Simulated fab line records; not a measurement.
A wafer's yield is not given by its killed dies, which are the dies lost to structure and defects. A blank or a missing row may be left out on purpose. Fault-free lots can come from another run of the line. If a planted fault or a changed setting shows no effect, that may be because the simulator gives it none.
fab line records    flow sky130
record: lots: 6  wafers: 18  last_day: 50
route steps=708 shown VT_ADJUST_LVTN@104 VT_ADJUST_NCORE@119 PAD_OPEN@708
lots untouched by any fault: they come from a run of this same line in which no faults occurred
start_h: the number of hours between the record's first day and the start of the first shown wafer of the lot    wait_h: time in hours since the lot's previous step    " as in the row above    L1.1+2: a single row standing in for several wafers    - value missing, or start not given    * or withheld: withheld    < > ~ a bound
route shown NAME@n: NAME is a module with steps in the file, n the number in the route of the first one    usual: mean/standard deviation of fault-free wafers    same: alike in all rows    chamber/n: place in a boat    sites: each site's reading    _std_site: standard deviation across them    _edge_site: mean of outer sites minus mean of inner sites    radius_mm: for every site, how far away it sits from the centre of the wafer    mask NAME#n: copy n    behind: tool/chamber where the wafer was last shaped    hold: why the lot went on hold/how many hours it stayed there/how the hold came to an end    device: the n, p or np transistor that did not switch    end of line: tests run on the same wafers once the route is complete    a step without rows: its recipe alone    killed: dies lost to structure and defects at the first sort, not the wafer's yield    map: the dies of a wafer, with x for killed, . for not killed, _ for no die there
set.NAME: the setting the step ran with; set.NAME@STEP: the setting that earlier step ran with    model.NAME: the simulator's own value behind a step, which no gauge read
a table for each step, a row for each wafer; lots at some steps of the route
services: when a tool's chamber went out of use (start_h, in hours from the record's first day, below 0 if earlier), for how many hours, and the reason
== steps ==
step: SKY_VT_ADJUST_LVTN_OVL_MEAS_07
usual: VT_ADJUST_LVTN_OVL: 0.5/1.5
lot.wafer  tool        chamber  start_h  wait_h  VT_ADJUST_LVTN_OVL[nm]
L378.2     overlay-02  -        152.96   -       2.1
L378.3     "           -        "        "       0.8
L378.4     "           -        "        "       0.6
L380.2     overlay-02  -        162.81   -       0.6
L380.3     "           -        "        "       0.4
L380.4     "           -        "        "       1.3
L385.4     overlay-01  -        198.85   -       -0.1
L385.5     "           -        "        "       0.3
L385.6     "           -        "        "       1.1
L394.1     overlay-02  -        257.18   -       -1.5
L394.4     "           -        "        "       0.5
L394.6     "           -        "        "       -0.2
L396.3     overlay-02  -        274.59   -       0.1
L396.4     "           -        "        "       0.9
L396.5     "           -        "        "       0.6
L399.2     overlay-02  -        294.08   -       -0.2
L399.5     "           -        "        "       0.4
L399.6     "           -        "        "       0.3
step: SKY_VT_ADJUST_LVTN_IMPLANT_08
recipe: species: B  energy_kev: 30  dose_cm2: 1.57e+12  tilt_deg: withheld
step: SKY_VT_ADJUST_LVTN_STRIP_09
recipe: chemistry: O2/N2  power_w: 1400  pressure_mtorr: 1500  platen_temp_c: withheld  o2_flow_sccm: 3000  n2_flow_sccm: 300  overash_fraction: 0.5
usual: drypump_motor_current_A: 5.5/0.41  oes_product_au: 0.722/0.0043  strip_time_to_endpoint_s: 36.95/0.099
lot.wafer  tool             chamber  start_h  wait_h  drypump_motor_current_A  oes_product_au  rf_hours_counter_h  strip_time_to_endpoint_s
L378.2     plasma_asher-04  0        153.14   0.1     5.8                      0.729           47                  36.97
L378.3     "                1        "        "       6.1                      0.713           -                   36.93
L378.4     "                0        "        "       5.8                      0.718           -                   36.83
L380.2     plasma_asher-01  0        162.99   0.1     5.6                      0.727           35                  37.02
L380.3     "                0        "        "       5.6                      0.724           -                   37.08
L380.4     "                1        "        "       4.9                      0.721           -                   36.95
L385.4     plasma_asher-04  0        199.05   0.1     5.9                      0.719           -                   36.99
L385.5     "                0        "        "       5.8                      0.721           -                   36.99
L385.6     "                1        "        "       6.1                      0.720           -                   37.00
L394.1     plasma_asher-01  0        257.36   0.1     5.6                      0.725           43                  37.04
L394.4     "                0        "        "       5.6                      0.724           -                   37.10
L394.6     "                0        "        "       5.6                      0.724           -                   37.05
L396.3     plasma_asher-01  0        274.80   0.1     5.6                      0.718           -                   37.10
L396.4     "                1        "        "       4.9                      0.720           -                   37.14
L396.5     "                0        "        "       5.6                      0.720           -                   37.09
L399.2     plasma_asher-04  1        294.26   0.1     6.1                      0.716           61                  36.84
L399.5     "                1        "        "       6.1                      0.724           -                   36.80
L399.6     "                0        "        "       5.8                      0.724           -                   36.72
step: SKY_VT_ADJUST_LVTN_TW_MEAS_10
usual: VT_ADJUST_LVTN_TW: 239.4/2.9
lot.wafer  tool           chamber  start_h  wait_h  VT_ADJUST_LVTN_TW
L378.2     film_metro-04  -        153.25   0.1     244.0
L378.3     "              -        "        "       244.8
L378.4     "              -        "        "       243.8
L380.2     film_metro-01  -        163.10   0.1     238.0
L380.3     "              -        "        "       239.2
L380.4     "              -        "        "       238.7
L385.4     film_metro-01  -        199.14   0.1     236.9
L385.5     "              -        "        "       235.7
L385.6     "              -        "        "       235.5
L394.1     film_metro-02  -        257.46   0.1     240.0
L394.4     "              -        "        "       240.5
L394.6     "              -        "        "       240.2
L396.3     film_metro-04  -        274.88   0.1     246.2
L396.4     "              -        "        "       244.4
L396.5     "              -        "        "       245.8
L399.2     film_metro-01  -        294.37   0.1     237.6
L399.5     "              -        "        "       238.0
L399.6     "              -        "        "       238.2
step: SKY_VT_ADJUST_LVTN_DEHYDRATE_11
recipe: temp_c: 200  time_s: 60
step: SKY_VT_ADJUST_LVTN_HMDS_12
recipe: prime_time_s: 60  prime_temp_c: 120
step: SKY_VT_ADJUST_LVTN_COAT_13
recipe: resist: NOVOLAK  spin_rpm: 3000  resist_thk_nm: 1140
step: SKY_VT_ADJUST_LVTN_SOFTBAKE_14
recipe: temp_c: 90  time_s: 60  resist: NOVOLAK
step: SKY_VT_ADJUST_LVTN_EXPOSE_15
recipe: mask_id: HVN_STD_DERIVED  na: 0.6  source_shape: conventional  sigma_outer: 0.6  polarization: unpolarized  target_cd_nm: 600  dose_mj: 163
step: SKY_VT_ADJUST_LVTN_PEB_16
recipe: temp_c: withheld  time_s: *  resist: NOVOLAK
step: SKY_VT_ADJUST_LVTN_DEVELOP_17
recipe: resist: NOVOLAK  developer: TMAH  develop_time_s: 60  dev_temp_c: 23
step: SKY_VT_ADJUST_LVTN_OVL_MEAS_18
usual: VT_ADJUST_LVTN_01_OVL: 0.4/1.2
lot.wafer  tool        chamber  start_h  wait_h  VT_ADJUST_LVTN_01_OVL[nm]
L378.2     overlay-01  -        172.91   0.1     1.5
L378.3     "           -        "        "       2.3
L378.4     "           -        "        "       1.8
L380.2     overlay-01  -        184.26   0.1     -0.9
L380.3     "           -        "        "       -3.2
L380.4     "           -        "        "       -2.4
L385.4     overlay-01  -        220.67   0.1     1.0
L385.5     "           -        "        "       -0.6
L385.6     "           -        "        "       1.3
L394.1     overlay-01  -        281.23   0.1     0.6
L394.4     "           -        "        "       0.4
L394.6     "           -        "        "       1.4
L396.3     overlay-02  -        299.22   0.1     -0.1
L396.4     "           -        "        "       0.6
L396.5     "           -        "        "       -1.1
L399.2     overlay-01  -        319.91   0.1     -1.0
L399.5     "           -        "        "       -0.6
L399.6     "           -        "        "       -1.3
step: SKY_VT_ADJUST_LVTN_IMPLANT_19
recipe: species: B  energy_kev: 30  dose_cm2: 6.5e+11  tilt_deg: withheld
lot.wafer   tool          chamber  start_h  wait_h
L378.2+3+4  implanter-01  0        172.97   0.0
L380.2+3+4  implanter-01  0        184.32   0.0
L380.2+3+4  implanter-01  0        184.63   0.3
L385.4+5+6  implanter-01  0        220.76   0.1
L385.4+5+6  implanter-01  0        221.08   0.3
L394.1+4+6  implanter-01  0        281.26   0.0
L396.3+4+5  implanter-04  0        299.29   0.1
L399.2+5+6  implanter-04  0        319.97   0.0
step: SKY_VT_ADJUST_LVTN_STRIP_20
recipe: chemistry: O2/N2  power_w: 1400  pressure_mtorr: 1500  platen_temp_c: withheld  o2_flow_sccm: 3000  n2_flow_sccm: 300  overash_fraction: 0.5
usual: drypump_motor_current_A: 5.5/0.4  oes_product_au: 0.715/0.0049  strip_time_to_endpoint_s: 14.19/0.034
lot.wafer  tool             chamber  start_h  wait_h  drypump_motor_current_A  oes_product_au  rf_hours_counter_h  strip_time_to_endpoint_s
L378.2     plasma_asher-03  0        173.09   0.1     5.6                      0.725           48                  14.20
L378.3     "                1        "        "       5.2                      0.723           -                   14.16
L378.4     "                0        "        "       5.7                      0.716           -                   14.15
L380.2     plasma_asher-04  1        184.76   0.1     6.1                      0.715           50                  14.18
L380.3     "                1        "        "       6.1                      0.709           -                   14.19
L380.4     "                0        "        "       5.8                      0.714           -                   14.20
L385.4     plasma_asher-03  1        221.19   0.1     5.2                      0.710           -                   14.16
L385.5     "                0        "        "       5.7                      0.719           -                   14.23
L385.6     "                1        "        "       5.2                      0.714           -                   14.16
L394.1     plasma_asher-04  0        281.41   0.1     5.8                      0.714           60                  14.13
L394.4     "                1        "        "       6.1                      0.707           -                   14.19
L394.6     "                0        "        "       5.8                      0.719           -                   14.18
L396.3     plasma_asher-04  0        299.42   0.1     5.8                      0.711           -                   14.20
L396.4     "                1        "        "       6.1                      0.710           -                   14.25
L396.5     "                1        "        "       6.1                      0.715           -                   14.14
L399.2     plasma_asher-03  1        320.09   0.1     5.1                      0.712           62                  14.15
L399.5     "                1        "        "       5.1                      0.717           -                   14.13
L399.6     "                0        "        "       5.7                      0.711           -                   14.22
step: SKY_VT_ADJUST_LVTN_TW_MEAS_21
usual: VT_ADJUST_LVTN_2_TW: 187.3/2.8
lot.wafer  tool           chamber  start_h  wait_h  VT_ADJUST_LVTN_2_TW
L378.2     film_metro-04  -        173.20   0.1     189.7
L378.3     "              -        "        "       190.4
L378.4     "              -        "        "       190.1
L380.2     film_metro-01  -        184.87   0.1     224.4
L380.3     "              -        "        "       224.1
L380.4     "              -        "        "       223.9
L385.4     film_metro-04  -        221.28   0.1     231.6
L385.5     "              -        "        "       231.2
L385.6     "              -        "        "       230.7
L394.1     film_metro-02  -        281.51   0.1     186.9
L394.4     "              -        "        "       185.7
L394.6     "              -        "        "       186.9
L396.3     film_metro-02  -        299.51   0.1     186.0
L396.4     "              -        "        "       185.4
L396.5     "              -        "        "       186.2
L399.2     film_metro-01  -        320.20   0.1     184.0
L399.5     "              -        "        "       184.9
L399.6     "              -        "        "       184.4
step: SKY_VT_ADJUST_NCORE_DEHYDRATE_00
recipe: temp_c: 200  time_s: 60
step: SKY_PAD_OPEN_PROBE_99
usual: killed_at_M0_to_M3: 44/7.1  killed_at_M4_up: 3.1/1.8  killed_at_contacts: 24/5.3  killed_at_front_end: 15/4.5  killed_at_other: 0.2/0.42  killed_dies: 86/9.6  killed_open: 46/6.9  killed_short: 40/6.4
same: gross_dies: 492  killed_at_back_side: 0
lot.wafer  tool       chamber  start_h  wait_h  killed_at_M0_to_M3  killed_at_M4_up  killed_at_contacts  killed_at_front_end  killed_at_other  killed_dies  killed_open  killed_short  model.etest.nfet_16v.r_on_ohm_um  model.etest.res_pwell_under_gate.rs_ohm_sq  model.etest.tip_n_5v.rs_ohm_sq  model.etest.nfet_g5v0d10v5.r_on_ohm_um  model.etest.nfet_g5v0d10v5.drive_ua_um  model.etest.nfet_16v.drive_ua_um  model.etest.pfet_16v.drive_ua_um  model.etest.ring_5v.delay_ps
L378.2     prober-01  -        1083.29  0.1     47                  4                28                  21                   0                100          59           41            1.408e+04                         2255                                        1358                            1888                                    612                                     223.8                             236.1                             44.32
L378.3     prober-01  -        1083.34  0.2     46                  2                34                  8                    0                90           61           29            1.409e+04                         2246                                        1349                            1893                                    603.2                                   223.8                             240.6                             44.77
L378.4     prober-01  -        1083.39  0.2     41                  7                27                  14                   0                89           44           45            1.43e+04                          2251                                        1344                            1907                                    601.2                                   221.7                             235.9                             44.86
L380.2     prober-01  -        1089.67  0.1     42                  0                23                  21                   1                87           41           46            1.427e+04                         2178                                        1428                            1922                                    581                                     213.3                             254.7                             45.86
L380.3     prober-01  -        1089.72  0.2     48                  2                20                  22                   1                93           47           46            1.422e+04                         2178                                        1430                            1930                                    585.5                                   213.5                             258                               46.04
L380.4     prober-01  -        1089.77  0.2     45                  4                25                  10                   0                84           50           34            1.415e+04                         2171                                        1429                            1913                                    588.7                                   214.9                             257.8                             45.41
L385.4     prober-01  -        1137.30  0.2     55                  2                10                  25                   0                92           55           37            1.442e+04                         2157                                        1427                            1896                                    596.3                                   215.9                             254.9                             45.14
L385.5     prober-01  -        1137.35  0.2     43                  0                16                  10                   0                69           36           33            1.463e+04                         2162                                        1426                            1922                                    593                                     210.1                             254.1                             44.82
L385.6     prober-01  -        1137.40  0.2     58                  0                27                  15                   0                100          60           40            1.458e+04                         2172                                        1414                            1921                                    589                                     208.8                             253.9                             45.45
L394.1     prober-02  -        1191.04  0.1     50                  5                40                  15                   0                110          61           49            1.408e+04                         2305                                        1396                            1873                                    598.1                                   221.1                             241.8                             45.34
L394.4     prober-02  -        1191.19  0.2     51                  1                22                  11                   0                85           43           42            1.419e+04                         2283                                        1404                            1902                                    603.9                                   219.3                             238.7                             44.53
L394.6     prober-02  -        1191.29  0.2     38                  2                25                  16                   0                81           43           38            1.394e+04                         2284                                        1388                            1890                                    600                                     222                               242.6                             45.17
L396.3     prober-02  -        1195.12  0.2     44                  3                21                  13                   0                81           45           36            1.411e+04                         2291                                        1398                            1920                                    593.1                                   219.5                             247.4                             45.57
L396.4     prober-02  -        1195.17  0.2     45                  2                23                  15                   0                85           49           36            1.392e+04                         2284                                        1399                            1862                                    608.6                                   225.1                             245.3                             44.88
L396.5     prober-02  -        1195.22  0.2     52                  2                28                  7                    1                90           56           34            1.407e+04                         2278                                        1406                            1905                                    604                                     221.2                             243.1                             44.83
L399.2     prober-02  -        1198.40  0.1     43                  4                21                  20                   0                88           49           39            1.428e+04                         2260                                        1395                            1862                                    606.1                                   222.4                             239.6                             44.44
L399.5     prober-02  -        1198.55  0.2     31                  3                18                  25                   0                77           38           39            1.433e+04                         2255                                        1396                            1900                                    603.9                                   218.2                             238.2                             44.54
L399.6     prober-02  -        1198.60  0.2     26                  2                32                  17                   0                77           32           45            1.422e+04                         2271                                        1394                            1909                                    604.2                                   220.5                             243.9                             45.43
killed by level:class
L378.2 VIA1:geometric_particle:open=15 CONTACT:geometric_particle:open=12 POLY_GATE:geometric_particle:open=7 VIA2:geometric_particle:open=7 FIELD_ISO:geometric_particle:open=5 CONTACT:geometric_particle:short=5 VIA2:geometric_particle:short=5 VIA1:geometric_particle:short=5
L378.3 VIA1:geometric_particle:open=19 CONTACT:geometric_particle:open=16 LI_CONTACT:geometric_particle:open=7 CONTACT:geometric_particle:short=6 VIA1:geometric_particle:short=5 VIA2:geometric_particle:open=5 VIA3:geometric_particle:open=5 LOCAL_INTERCONNECT:geometric_particle:short=4
L378.4 CONTACT:geometric_particle:open=10 VIA1:geometric_particle:open=10 LI_CONTACT:geometric_particle:open=9 POLY_GATE:geometric_particle:short=6 METAL1:geometric_particle:short=6 METAL2:geometric_particle:short=6 METAL4:geometric_particle:short=5 FIELD_ISO:geometric_particle:short=4
L380.2 VIA1:geometric_particle:open=10 METAL2:geometric_particle:short=8 CONTACT:geometric_particle:short=7 VIA3:geometric_particle:open=7 POLY_GATE:geometric_particle:short=6 FIELD_ISO:geometric_particle:open=5 LI_CONTACT:geometric_particle:short=5 CONTACT:geometric_particle:open=5
L380.3 VIA1:geometric_particle:open=12 POLY_GATE:geometric_particle:open=6 VIA3:geometric_particle:open=6 METAL1:geometric_particle:short=6 METAL2:geometric_particle:short=6 FIELD_ISO:geometric_particle:open=5 LOCAL_INTERCONNECT:geometric_particle:short=5 LI_CONTACT:geometric_particle:open=5
L380.4 CONTACT:geometric_particle:open=8 VIA3:geometric_particle:open=8 LI_CONTACT:geometric_particle:open=7 VIA1:geometric_particle:open=7 VIA2:geometric_particle:open=6 METAL2:geometric_particle:short=5 LI_CONTACT:geometric_particle:short=4 VIA1:geometric_particle:short=4
L385.4 VIA1:geometric_particle:open=13 POLY_GATE:geometric_particle:open=11 METAL2:geometric_particle:short=8 VIA2:geometric_particle:open=8 VIA3:geometric_particle:open=7 VIA1:geometric_particle:short=5 METAL1:geometric_particle:short=4 METAL1:geometric_particle:open=4
L385.5 VIA1:geometric_particle:open=8 VIA3:geometric_particle:open=7 CONTACT:geometric_particle:open=6 METAL2:geometric_particle:short=6 VIA1:geometric_particle:short=5 LOCAL_INTERCONNECT:geometric_particle:short=4 FIELD_ISO:geometric_particle:open=3 LI_CONTACT:geometric_particle:open=3
L385.6 CONTACT:geometric_particle:open=13 METAL2:geometric_particle:short=9 VIA2:geometric_particle:open=9 VIA1:geometric_particle:open=9 VIA3:geometric_particle:open=8 FIELD_ISO:geometric_particle:open=6 METAL1:geometric_particle:short=6 LI_CONTACT:geometric_particle:open=4
L394.1 CONTACT:geometric_particle:open=12 LI_CONTACT:geometric_particle:open=11 VIA3:geometric_particle:open=10 VIA1:geometric_particle:open=8 METAL3:geometric_particle:short=7 FIELD_ISO:geometric_particle:open=6 LI_CONTACT:geometric_particle:short=5 LOCAL_INTERCONNECT:geometric_particle:short=5
L394.4 VIA1:geometric_particle:open=10 CONTACT:geometric_particle:open=9 VIA1:geometric_particle:short=9 VIA3:geometric_particle:open=7 CONTACT:geometric_particle:short=6 METAL2:geometric_particle:short=6 VIA2:geometric_particle:open=6 LI_CONTACT:geometric_particle:open=5
L394.6 VIA2:geometric_particle:open=9 CONTACT:geometric_particle:open=8 FIELD_ISO:geometric_particle:open=6 VIA1:geometric_particle:open=6 POLY_GATE:geometric_particle:short=5 LI_CONTACT:geometric_particle:open=5 LOCAL_INTERCONNECT:geometric_particle:short=5 VIA2:geometric_particle:short=5
L396.3 VIA1:geometric_particle:open=10 LI_CONTACT:geometric_particle:open=8 METAL2:geometric_particle:short=7 VIA2:geometric_particle:open=6 CONTACT:geometric_particle:open=6 VIA3:geometric_particle:open=6 METAL3:geometric_particle:short=5 FIELD_ISO:geometric_particle:short=4
L396.4 LI_CONTACT:geometric_particle:open=9 METAL1:geometric_particle:short=9 VIA1:geometric_particle:open=9 VIA3:geometric_particle:open=8 CONTACT:geometric_particle:open=6 VIA2:geometric_particle:open=5 FIELD_ISO:geometric_particle:short=4 FIELD_ISO:geometric_particle:open=4
L396.5 VIA1:geometric_particle:open=18 LI_CONTACT:geometric_particle:open=11 CONTACT:geometric_particle:open=8 LOCAL_INTERCONNECT:geometric_particle:short=6 VIA1:geometric_particle:short=6 VIA2:geometric_particle:open=6 METAL1:geometric_particle:short=5 METAL2:geometric_particle:short=4
L399.2 VIA1:geometric_particle:open=12 CONTACT:geometric_particle:open=7 LI_CONTACT:geometric_particle:open=6 VIA3:geometric_particle:open=6 POLY_GATE:geometric_particle:open=5 LI_CONTACT:geometric_particle:short=5 VIA1:geometric_particle:short=5 FIELD_ISO:geometric_particle:short=4
L399.5 CONTACT:geometric_particle:open=8 POLY_GATE:geometric_particle:short=8 FIELD_ISO:geometric_particle:open=5 POLY_GATE:geometric_particle:open=5 METAL1:geometric_particle:short=5 VIA1:geometric_particle:open=5 VIA1:geometric_particle:short=5 VIA2:geometric_particle:short=5
L399.6 LI_CONTACT:geometric_particle:open=8 CONTACT:geometric_particle:short=8 POLY_GATE:geometric_particle:short=7 CONTACT:geometric_particle:open=7 LI_CONTACT:geometric_particle:short=5 VIA1:geometric_particle:open=5 FIELD_ISO:geometric_particle:short=4 POLY_GATE:geometric_particle:open=4
== services ==
tool             chamber  start_h  hours  kind
plasma_asher-03  -        188.43   1.6    repair
plasma_asher-01  -        188.45   0.8    repair
plasma_asher-04  -        219.17   2.1    repair
implanter-04     -        248.99   4.6    pm
plasma_asher-01  -        249.83   2.8    pm
implanter-04     -        291.88   7.2    repair
== key ==
first_sign: step: SKY_VT_ADJUST_LVTN_IMPLANT_19  reading: visit  direction: added
effect: step: SKY_VT_ADJUST_LVTN_TW_MEAS_21  reading: VT_ADJUST_LVTN_2_TW  direction: up  sigmas: 15  usual: 187.3  struck: 227.7
model_effect: step: SKY_PAD_OPEN_PROBE_99  value: etest.nfet_16v.r_on_ohm_um  without: 1.406e+04  struck: 1.438e+04
met_at SKY_VT_ADJUST_LVTN_IMPLANT_19
struck_wafers L380.2,L380.3,L380.4,L385.4,L385.5,L385.6
tester_left_out L380,L385
fault: kind: repeated_step_whole  tool: implanter-01,implanter-02,implanter-04  chamber: -  onset_h: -  steps: SKY_VT_ADJUST_LVTN_IMPLANT_19  times: 1  scope: struck_lots_only
tester_left_out: of these lots the tester's yield and bins aren't shown, on N5 and GAA mostly nor the transistor test; their killed dies are dies lost to structure and defects alone, not to doping, threshold or leakage, so they don't give the yield
